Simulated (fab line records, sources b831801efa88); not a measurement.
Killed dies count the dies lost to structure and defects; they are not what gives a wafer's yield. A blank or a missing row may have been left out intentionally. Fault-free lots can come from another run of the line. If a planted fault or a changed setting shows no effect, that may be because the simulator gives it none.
fab line records    flow sky130
record: lots: 12  wafers: 36  lastDay: 49
route steps=708 shown CAP2M@607 VIA4@652 METAL5@675 PAD_OPEN@708
lots with no fault: from the same line, run without faults
startH: hours from the record's opening day to when the first of the lot's shown wafers began    waitH: hours since the lot's step before    " as in the row above    L1.1+2: a single row standing in for several wafers    - no value, or no start given    * or withheld: withheld    < > ~ a bound
route shown NAME@n: NAME is a module with steps in the file, n the number in the route of the first one    usual: mean/standard deviation taken from wafers without a fault    same: alike in all rows    chamber/n: place in a boat    sites: per-site readings    _std_site: their standard deviation    _edge_site: outer sites' mean less inner sites'    radiusMm: for every site, how far away it sits from the centre of the wafer    mask NAME#n: copy n    behind: the most recent tool/chamber to have shaped the wafer    hold: why the lot was held/for how many hours/how that ended    device: the transistor (n, p or np) that didn't switch    end of line: tests of these same wafers at the route's end    a step given without rows: its recipe and nothing more    killed: dies lost to structure and defects at the first sort, not the wafer's yield    map: a wafer's dies, x killed, . not, _ none there
set.NAME: the setting that was run; set.NAME@STEP: the one run at that earlier step    model.NAME: the simulator's own value behind a step, which no gauge read
route steps across a sampled set of lots; one table per step, one row per wafer
services: the hour from which a tool's chamber was out of use, counted from the record's first day as startH (under 0 if before that day), plus the number of hours and why
== steps ==
step: SKY_CAP2M_THK_MEAS_04
recipe: thkMeasGauge: xrf  reads: TiN_of_CAP2M_SPUTTER_02
usual: CAP2M_TIN_THK: 202/3.4
lot.wafer  tool          chamber  startH   waitH  CAP2M_TIN_THK[nm]
L267.2     filmMetro-01  -        942.85   0.1    198
L267.4     "             -        "        "      197
L267.6     "             -        "        "      200
L268.1     filmMetro-01  -        943.97   0.1    198
L268.3     "             -        "        "      202
L268.4     "             -        "        "      198
L269.2     filmMetro-04  -        944.63   0.1    199
L269.3     "             -        "        "      200
L269.4     "             -        "        "      194
L271.1     filmMetro-03  -        964.89   0.1    207
L271.5     "             -        "        "      205
L271.6     "             -        "        "      207
L270.2     filmMetro-01  -        966.26   0.1    201
L270.3     "             -        "        "      204
L270.5     "             -        "        "      202
L272.2     filmMetro-03  -        975.09   0.1    205
L272.3     "             -        "        "      201
L272.5     "             -        "        "      198
L274.2     filmMetro-01  -        983.90   0.1    200
L274.3     "             -        "        "      199
L274.6     "             -        "        "      200
L276.4     filmMetro-01  -        993.72   0.1    200
L276.5     "             -        "        "      201
L276.6     "             -        "        "      201
L277.3     filmMetro-03  -        997.39   0.1    205
L277.4     "             -        "        "      203
L277.5     "             -        "        "      205
L278.1     filmMetro-03  -        1006.43  0.1    202
L278.4     "             -        "        "      198
L278.5     "             -        "        "      202
L279.4     filmMetro-03  -        1015.42  0.1    206
L279.5     "             -        "        "      209
L279.6     "             -        "        "      204
L286.3     filmMetro-03  -        1059.40  0.1    205
L286.4     "             -        "        "      202
L286.6     "             -        "        "      199
step: SKY_VIA4_STRIP_13
recipe: chemistry: O2/N2  powerW: 1400  pressureMtorr: 1500  platenTempC: withheld  o2FlowSccm: 3000  n2FlowSccm: 300  overashFraction: 0.5
usual: drypumpMotorCurrentA: 5.7/0.6  oesProductAu: 0.710/0.0048  stripTimeToEndpointS: 12.81/0.035
same: overashFraction: 0.5
lot.wafer  tool            chamber  startH   waitH  drypumpMotorCurrentA  oesProductAu  rfHoursCounterH  stripTimeToEndpointS
L267.2     plasmaAsher-04  1        1014.41  -      6.5                   0.710         87               12.80
L267.4     "               0        "        "      6.0                   0.712         -                12.80
L267.6     "               1        "        "      6.5                   0.713         -                12.78
L268.1     plasmaAsher-04  1        1016.49  -      6.5                   0.706         87               12.77
L268.3     "               0        "        "      6.0                   0.709         -                12.81
L268.4     "               1        "        "      6.5                   0.714         -                12.83
L269.2     plasmaAsher-01  0        1016.66  -      6.0                   0.709         116              12.76
L269.3     "               1        "        "      5.3                   0.705         -                12.89
L269.4     "               0        "        "      6.0                   0.708         -                12.84
L271.1     plasmaAsher-04  0        1037.09  -      6.0                   0.710         89               12.79
L271.5     "               0        "        "      6.0                   0.706         -                12.83
L271.6     "               1        "        "      6.5                   0.719         -                12.76
L270.2     plasmaAsher-03  1        1037.39  -      5.9                   0.706         58               12.86
L270.3     "               1        "        "      5.9                   0.705         -                12.79
L270.5     "               1        "        "      5.9                   0.701         -                12.81
L272.2     plasmaAsher-04  1        1046.24  -      6.5                   0.710         90               12.85
L272.3     "               0        "        "      6.0                   0.717         -                12.81
L272.5     "               0        "        "      6.0                   0.707         -                12.81
L274.2     plasmaAsher-03  1        1052.74  -      5.9                   0.713         59               12.87
L274.3     "               1        "        "      5.8                   0.712         -                12.84
L274.6     "               1        "        "      5.9                   0.705         -                12.87
L276.4     plasmaAsher-04  1        1063.72  -      6.5                   0.711         -                12.82
L276.5     "               1        "        "      6.5                   0.714         -                12.86
L276.6     "               0        "        "      6.0                   0.711         -                12.84
L277.3     plasmaAsher-03  1        1067.57  -      5.9                   0.712         -                12.81
L277.4     "               0        "        "      4.7                   0.697         -                12.82
L277.5     "               1        "        "      5.8                   0.718         -                12.81
L278.1     plasmaAsher-01  0        1073.74  -      6.0                   0.716         1                12.78
L278.4     "               0        "        "      6.0                   0.719         -                12.84
L278.5     "               0        "        "      6.0                   0.704         -                12.76
L279.4     plasmaAsher-03  1        1083.44  -      5.8                   0.711         -                12.80
L279.5     "               1        "        "      5.9                   0.726         -                12.78
L279.6     "               0        "        "      4.7                   0.718         -                12.82
L286.3     plasmaAsher-03  1        1123.99  -      5.9                   0.719         -                12.78
L286.4     "               0        "        "      4.7                   0.705         -                12.76
L286.6     "               0        "        "      4.7                   0.714         -                12.80
step: SKY_VIA4_SPUTTER_17
recipe: material: TiN  targetThkNm: 20  chamberPressurePa: 5  powerW: 4000  timeS: 80
usual: chamberPressurePa: 5.000/0.01  throttleValvePct: 29.6/1.1
lot.wafer  tool           chamber  startH   waitH  chamberPressurePa  throttleValvePct
L267.2     pvdSputter-01  -        1015.02  0.0    5.010              30.4
L267.4     "              -        "        "      4.996              31.1
L267.6     "              -        "        "      5.014              29.6
L268.1     pvdSputter-02  -        1017.10  0.0    5.007              30.2
L268.3     "              -        "        "      4.998              30.0
L268.4     "              -        "        "      4.992              30.3
L269.2     pvdSputter-01  -        1017.32  0.0    4.989              30.2
L269.3     "              -        "        "      4.986              30.3
L269.4     "              -        "        "      4.996              31.5
L271.1     pvdSputter-01  -        1037.72  0.0    4.995              31.2
L271.5     "              -        "        "      5.005              30.1
L271.6     "              -        "        "      4.992              31.2
L270.2     pvdSputter-03  -        1038.01  0.0    5.004              30.1
L270.3     "              -        "        "      4.985              27.1
L270.5     "              -        "        "      5.005              30.2
L272.2     pvdSputter-03  -        1046.83  0.0    4.994              28.4
L272.3     "              -        "        "      4.999              30.2
L272.5     "              -        "        "      4.986              29.5
L274.2     pvdSputter-03  -        1053.33  0.0    5.005              29.5
L274.3     "              -        "        "      5.002              27.4
L274.6     "              -        "        "      5.005              27.0
L276.4     pvdSputter-02  -        1064.32  0.0    4.998              30.4
L276.5     "              -        "        "      4.979              30.3
L276.6     "              -        "        "      4.991              29.7
L277.3     pvdSputter-01  -        1068.13  0.0    5.013              30.4
L277.4     "              -        "        "      4.998              30.3
L277.5     "              -        "        "      5.009              30.4
L278.1     pvdSputter-03  -        1074.33  0.0    4.998              28.3
L278.4     "              -        "        "      4.981              27.2
L278.5     "              -        "        "      5.001              28.5
L279.4     pvdSputter-03  -        1084.08  0.0    5.000              30.1
L279.5     "              -        "        "      4.990              28.6
L279.6     "              -        "        "      4.998              27.1
L286.3     pvdSputter-01  -        1124.56  0.0    4.998              31.0
L286.4     "              -        "        "      4.993              30.2
L286.6     "              -        "        "      5.121              29.6
step: SKY_METAL5_DESCUM_14
recipe: chemistry: O2  sourcePowerW: 150  biasPowerW: 0  pressureMtorr: 10  tempC: 40  timeS: 11
usual: drypumpMotorCurrentA: 5.7/0.33  oesProductAu: 0.993/0.011
lot.wafer  tool         chamber  startH   waitH  drypumpMotorCurrentA  oesProductAu  rfHoursCounterH
L267.2     rieMetal-02  1        1037.75  0.1    5.3                   0.991         6
L267.4     "            1        "        "      5.3                   0.983         -
L267.6     "            1        "        "      5.3                   0.991         -
L268.1     rieMetal-02  0        1040.00  0.1    6.2                   0.991         14
L268.3     "            0        "        "      6.2                   0.998         -
L268.4     "            1        "        "      5.3                   0.983         -
L269.2     rieMetal-01  0        1040.91  0.1    5.7                   0.985         -
L269.3     "            0        "        "      5.7                   0.980         -
L269.4     "            0        "        "      5.7                   0.971         -
L271.1     rieMetal-02  0        1060.30  0.1    6.3                   1.002         16
L271.5     "            0        "        "      6.3                   0.987         -
L271.6     "            1        "        "      5.3                   0.987         -
L270.2     rieMetal-01  0        1061.30  0.1    5.7                   0.981         14
L270.3     "            1        "        "      5.9                   0.988         -
L270.5     "            0        "        "      5.7                   0.986         -
L272.2     rieMetal-02  1        1068.75  0.1    5.3                   1.001         9
L272.3     "            1        "        "      5.3                   0.982         -
L272.5     "            1        "        "      5.3                   0.988         -
L274.2     rieMetal-04  1        1075.43  0.1    5.5                   1.016         1
L274.3     "            1        "        "      5.5                   1.002         -
L274.6     "            1        "        "      5.6                   1.011         -
L276.4     rieMetal-02  0        1086.26  0.1    6.3                   0.992         -
L276.5     "            1        "        "      5.3                   0.995         -
L276.6     "            0        "        "      6.3                   0.996         -
L277.3     rieMetal-04  0        1089.71  0.1    5.7                   0.994         -
L277.4     "            1        "        "      5.5                   1.020         -
L277.5     "            0        "        "      5.7                   1.000         -
L278.1     rieMetal-01  0        1095.90  0.1    5.7                   0.975         16
L278.4     "            1        "        "      5.9                   0.985         -
L278.5     "            1        "        "      5.9                   0.986         -
L279.4     rieMetal-02  1        1105.64  0.1    5.2                   0.997         -
L279.5     "            0        "        "      6.3                   0.992         -
L279.6     "            1        "        "      5.3                   0.995         -
L286.3     rieMetal-02  1        1143.86  0.1    5.3                   1.002         -
L286.4     "            0        "        "      6.3                   0.989         -
L286.6     "            1        "        "      5.3                   0.987         -
step: SKY_PAD_OPEN_PROBE_99
usual: defectLimitedYield: 82.4/1.9  killed_at_M0_to_M3: 43/6.5  killed_at_M4_up: 3.3/2  killedAtContacts: 24/5.2  killedAtFrontEnd: 16/4.2  killedAtOther: 0.3/0.6  killedDies: 87/9.3  killedOpen: 47/7.8  killedShort: 39/6.2  sort_bin_3_pad_short: 0.9/0.42  sort_bin_5_function: 10.5/1.4  sort_bin_6_memory: 6.3/0.97  sortNPass: 405/9.3  sortYieldPct: 82.4/1.9
same: grossDies: 492  killedAtBackSide: 0  sort_bin_4_leakage[%]: 0  sort_bin_8_speed[%]: 0
lot.wafer  tool       chamber  startH   waitH  defectLimitedYield[%]  killed_at_M0_to_M3  killed_at_M4_up  killedAtContacts  killedAtFrontEnd  killedAtOther  killedDies  killedOpen  killedShort  sort_bin_3_pad_short[%]  sort_bin_5_function[%]  sort_bin_6_memory[%]  sortNPass  sortYieldPct[%]
L269.2     prober-01  -        1088.39  0.1    81.1                   52                  3                23                15                0              93          54          39           1.2                      10.8                    6.9                   399        81.1
L269.3     prober-01  -        1088.44  0.2    80.7                   43                  2                38                12                0              95          64          31           0.4                      12.4                    6.5                   397        80.7
L269.4     prober-01  -        1088.49  0.2    81.1                   48                  1                30                14                0              93          52          41           0.2                      13.0                    5.7                   399        81.1
L271.1     prober-02  -        1105.58  0.1    80.9                   47                  1                26                19                1              94          47          46           1.4                      10.8                    6.9                   398        80.9
L271.5     prober-02  -        1105.78  0.2    84.6                   39                  1                20                16                0              76          41          35           0.8                      9.6                     5.1                   416        84.6
L271.6     prober-02  -        1105.83  0.2    81.3                   50                  3                28                11                0              92          41          51           0.8                      10.8                    7.1                   400        81.3
L270.2     prober-01  -        1107.14  0.1    81.9                   47                  3                23                16                0              89          49          40           0.2                      11.8                    6.1                   403        81.9
L270.3     prober-01  -        1107.19  0.2    82.3                   46                  4                22                15                0              87          50          37           0.4                      9.3                     7.9                   405        82.3
L270.5     prober-01  -        1107.29  0.2    84.3                   37                  6                18                16                0              77          41          36           1.0                      9.3                     5.3                   415        84.3
L272.2     prober-01  -        1112.85  0.1    82.7                   45                  1                29                10                0              85          47          38           0.8                      10.4                    6.1                   407        82.7
L272.3     prober-01  -        1112.90  0.2    82.3                   38                  4                24                21                0              87          49          36           0.4                      11.0                    6.3                   405        82.3
L272.5     prober-01  -        1113.00  0.2    82.7                   46                  3                24                12                0              85          56          29           0.4                      9.8                     7.1                   407        82.7
L274.2     prober-02  -        1118.68  0.1    80.3                   50                  3                34                10                0              97          59          38           0.8                      12.2                    6.7                   395        80.3
L274.3     prober-02  -        1118.73  0.2    83.7                   47                  4                23                6                 0              80          38          42           0.8                      11.0                    4.5                   412        83.7
L274.6     prober-02  -        1118.88  0.2    82.5                   44                  7                24                11                0              86          44          41           1.4                      10.6                    5.5                   406        82.5
L277.3     prober-01  -        1131.24  0.2    84.3                   38                  4                20                15                0              77          32          45           0.4                      10.2                    5.1                   415        84.3
L277.4     prober-01  -        1131.29  0.2    81.5                   43                  3                26                19                0              91          52          38           0.8                      10.8                    6.9                   401        81.5
L277.5     prober-01  -        1131.34  0.2    81.1                   43                  3                29                17                1              93          63          30           0.8                      12.2                    5.9                   399        81.1
L278.1     prober-02  -        1138.59  0.1    85.0                   32                  4                19                18                1              74          40          31           0.6                      9.1                     5.3                   418        85.0
L278.4     prober-02  -        1138.74  0.2    85.0                   34                  3                24                13                0              74          40          33           0.6                      9.6                     4.9                   418        85.0
L278.5     prober-02  -        1138.79  0.2    80.5                   50                  4                17                23                2              96          42          53           1.4                      10.6                    7.5                   396        80.5
L279.4     prober-02  -        1147.28  0.2    83.5                   36                  6                23                16                0              81          44          37           1.2                      9.1                     6.1                   411        83.5
L279.5     prober-02  -        1147.33  0.2    82.9                   35                  2                23                22                2              84          38          44           1.0                      9.8                     6.3                   408        82.9
L279.6     prober-02  -        1147.38  0.2    86.6                   25                  4                20                17                0              66          33          32           0.8                      6.9                     5.7                   426        86.6
killed by level:class
L269.2 VIA1:geometricParticle:open=14 METAL2:geometricParticle:short=12 CONTACT:geometricParticle:open=11 VIA3:geometricParticle:open=9 LI_CONTACT:geometricParticle:open=6 LOCAL_INTERCONNECT:geometricParticle:short=6 FIELD_ISO:geometricParticle:open=5 METAL1:geometricParticle:short=4
L269.3 CONTACT:geometricParticle:open=15 LI_CONTACT:geometricParticle:open=12 VIA2:geometricParticle:open=11 VIA1:geometricParticle:open=10 CONTACT:geometricParticle:short=7 FIELD_ISO:geometricParticle:short=5 METAL1:geometricParticle:short=5 METAL2:geometricParticle:short=4
L269.4 CONTACT:geometricParticle:open=13 VIA1:geometricParticle:open=11 FIELD_ISO:geometricParticle:short=7 LI_CONTACT:geometricParticle:open=7 VIA3:geometricParticle:open=7 VIA1:geometricParticle:short=6 METAL2:geometricParticle:short=6 VIA2:geometricParticle:open=5
L271.1 VIA1:geometricParticle:open=14 CONTACT:geometricParticle:short=8 METAL2:geometricParticle:short=8 VIA2:geometricParticle:open=6 FIELD_ISO:geometricParticle:open=5 POLY_GATE:geometricParticle:short=5 LI_CONTACT:geometricParticle:open=5 CONTACT:geometricParticle:open=5
L271.5 VIA1:geometricParticle:open=9 CONTACT:geometricParticle:open=7 LI_CONTACT:geometricParticle:open=6 METAL2:geometricParticle:short=6 POLY_GATE:geometricParticle:open=5 VIA1:geometricParticle:short=5 FIELD_ISO:geometricParticle:open=4 CONTACT:geometricParticle:short=4
L271.6 CONTACT:geometricParticle:open=11 METAL2:geometricParticle:short=9 VIA1:geometricParticle:open=8 CONTACT:geometricParticle:short=7 LI_CONTACT:geometricParticle:short=5 LI_CONTACT:geometricParticle:open=5 VIA2:geometricParticle:short=5 METAL3:geometricParticle:short=5
L270.2 VIA1:geometricParticle:open=17 VIA2:geometricParticle:open=7 LI_CONTACT:geometricParticle:open=7 CONTACT:geometricParticle:short=7 CONTACT:geometricParticle:open=5 POLY_GATE:geometricParticle:short=4 POLY_GATE:geometricParticle:open=4 METAL1:geometricParticle:short=4
L270.3 VIA1:geometricParticle:open=12 VIA1:geometricParticle:short=10 LI_CONTACT:geometricParticle:open=8 CONTACT:geometricParticle:open=8 VIA2:geometricParticle:open=7 FIELD_ISO:geometricParticle:open=6 VIA3:geometricParticle:open=5 METAL2:geometricParticle:short=4
L270.5 VIA1:geometricParticle:open=9 VIA2:geometricParticle:open=7 CONTACT:geometricParticle:open=6 VIA3:geometricParticle:open=6 METAL4:geometricParticle:short=6 CONTACT:geometricParticle:short=5 POLY_GATE:geometricParticle:short=4 POLY_GATE:geometricParticle:open=4
L272.2 VIA1:geometricParticle:open=13 LI_CONTACT:geometricParticle:open=10 CONTACT:geometricParticle:open=8 METAL3:geometricParticle:short=6 VIA1:geometricParticle:short=5 LOCAL_INTERCONNECT:geometricParticle:short=5 METAL1:geometricParticle:short=5 METAL2:geometricParticle:short=4
L272.3 VIA1:geometricParticle:open=13 LI_CONTACT:geometricParticle:open=8 CONTACT:geometricParticle:open=8 FIELD_ISO:geometricParticle:open=7 VIA1:geometricParticle:short=5 METAL2:geometricParticle:short=5 FIELD_ISO:geometricParticle:short=4 VIA2:geometricParticle:open=4
L272.5 VIA2:geometricParticle:open=10 LI_CONTACT:geometricParticle:open=9 VIA1:geometricParticle:open=9 VIA3:geometricParticle:open=8 CONTACT:geometricParticle:open=6 CONTACT:geometricParticle:short=4 METAL1:geometricParticle:short=4 METAL2:geometricParticle:short=4
L274.2 CONTACT:geometricParticle:open=13 VIA1:geometricParticle:open=12 VIA3:geometricParticle:open=8 VIA2:geometricParticle:open=7 LOCAL_INTERCONNECT:geometricParticle:short=6 VIA2:geometricParticle:short=6 LI_CONTACT:geometricParticle:open=6 CONTACT:geometricParticle:short=5
L274.3 VIA1:geometricParticle:open=10 CONTACT:geometricParticle:open=8 METAL1:geometricParticle:short=7 VIA2:geometricParticle:open=6 CONTACT:geometricParticle:short=5 LI_CONTACT:geometricParticle:open=5 METAL2:geometricParticle:short=5 VIA3:geometricParticle:open=5
L274.6 CONTACT:geometricParticle:open=11 VIA1:geometricParticle:open=9 VIA2:geometricParticle:open=7 CONTACT:geometricParticle:short=7 METAL2:geometricParticle:short=6 POLY_GATE:geometricParticle:short=5 METAL1:geometricParticle:short=5 METAL4:geometricParticle:short=5
L277.3 METAL2:geometricParticle:short=7 VIA1:geometricParticle:open=6 VIA1:geometricParticle:short=6 FIELD_ISO:geometricParticle:short=5 CONTACT:geometricParticle:open=5 VIA2:geometricParticle:open=5 VIA3:geometricParticle:open=5 LI_CONTACT:geometricParticle:short=4
L277.4 VIA1:geometricParticle:open=11 CONTACT:geometricParticle:open=10 LOCAL_INTERCONNECT:geometricParticle:short=7 METAL2:geometricParticle:short=7 METAL1:geometricParticle:short=6 VIA3:geometricParticle:open=6 FIELD_ISO:geometricParticle:open=5 VIA1:geometricParticle:short=5
L277.5 CONTACT:geometricParticle:open=13 VIA1:geometricParticle:open=12 VIA2:geometricParticle:open=10 LI_CONTACT:geometricParticle:open=8 VIA3:geometricParticle:open=6 FIELD_ISO:geometricParticle:open=5 CONTACT:geometricParticle:short=5 POLY_GATE:geometricParticle:short=4
L278.1 CONTACT:geometricParticle:open=7 VIA2:geometricParticle:open=6 LI_CONTACT:geometricParticle:open=6 METAL1:geometricParticle:short=5 VIA1:geometricParticle:open=5 FIELD_ISO:geometricParticle:short=4 VIA1:geometricParticle:short=4 LOCAL_INTERCONNECT:geometricParticle:short=4
L278.4 VIA1:geometricParticle:open=12 CONTACT:geometricParticle:open=11 METAL1:geometricParticle:short=8 POLY_GATE:geometricParticle:short=6 LI_CONTACT:geometricParticle:open=4 CONTACT:geometricParticle:short=4 VIA3:geometricParticle:open=4 LOCAL_INTERCONNECT:geometricParticle:short=3
L278.5 METAL1:geometricParticle:short=12 VIA2:geometricParticle:open=9 VIA1:geometricParticle:open=8 METAL2:geometricParticle:short=8 CONTACT:geometricParticle:open=6 VIA3:geometricParticle:open=5 POLY_GATE:geometricParticle:short=5 LOCAL_INTERCONNECT:geometricParticle:short=5
L279.4 LI_CONTACT:geometricParticle:open=9 CONTACT:geometricParticle:open=7 VIA2:geometricParticle:short=6 VIA1:geometricParticle:short=6 VIA1:geometricParticle:open=5 VIA2:geometricParticle:open=5 POLY_GATE:geometricParticle:open=4 VIA3:geometricParticle:open=4
L279.5 CONTACT:geometricParticle:open=10 FIELD_ISO:geometricParticle:short=6 FIELD_ISO:geometricParticle:open=6 CONTACT:geometricParticle:short=5 VIA1:geometricParticle:open=5 VIA3:geometricParticle:short=5 POLY_GATE:geometricParticle:short=4 METAL2:geometricParticle:short=4
L279.6 CONTACT:geometricParticle:open=7 LI_CONTACT:geometricParticle:open=5 METAL2:geometricParticle:short=5 VIA3:geometricParticle:open=5 POLY_GATE:geometricParticle:open=4 POLY_GATE:geometricParticle:short=4 CONTACT:geometricParticle:short=4 METAL1:geometricParticle:short=3
== services ==
tool            chamber  startH   hours  kind
rieMetal-04     -        999.97   2.6    repair
plasmaAsher-03  -        1009.85  2.8    repair
rieMetal-01     -        1011.47  0.9    repair
pvdSputter-03   -        1011.69  15.9   repair
rieMetal-01     1        1024.67  -      clean
rieMetal-01     1        1024.67  19.6   scheduledDown
rieMetal-01     1        1024.67  19.6   ventCycle
rieMetal-04     1        1032.65  -      clean
rieMetal-04     1        1032.65  18.6   scheduledDown
rieMetal-04     1        1032.65  18.6   ventCycle
plasmaAsher-01  -        1055.25  9.0    pm
plasmaAsher-01  0        1055.25  9.0    ventCycle
plasmaAsher-01  1        1055.25  9.0    ventCycle
plasmaAsher-01  0        1064.25  -      clean
plasmaAsher-01  1        1064.25  -      clean
pvdSputter-01   -        1065.69  2.4    repair
rieMetal-01     -        1100.28  2.2    repair
rieMetal-04     -        1100.75  2.8    pm
pvdSputter-02   -        1101.51  16.3   repair
pvdSputter-01   -        1109.62  5.3    repair
rieMetal-04     0        1123.98  -      clean
plasmaAsher-04  -        1126.01  2.8    pm
pvdSputter-02   -        1135.23  1.8    repair
rieMetal-01     -        1135.32  1.2    repair
== key ==
firstSign: step: SKY_VIA4_SPUTTER_17  reading: chamberPressurePa  direction: up  sigmas: 12  usual: 5.000  struck: 5.121
effect none on later readings
metAt SKY_VIA4_SPUTTER_17
struckLots L286
struckWafers L286.6
notActingAt SKY_CAP2M_THK_MEAS_04,SKY_VIA4_STRIP_13,SKY_METAL5_DESCUM_14
onsetBetween 1037.72 1124.56
fault: kind: processParameterDrift  tool: pvdSputter-01  chamber: -  onsetH: 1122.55  steps: SKY_VIA4_SPUTTER_17  channel: chamberPressurePa  offset: 0.15151  shape: step  endH: 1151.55  actsIn: theseRecipesOnly  stated: 5  scope: struckWafersOnly
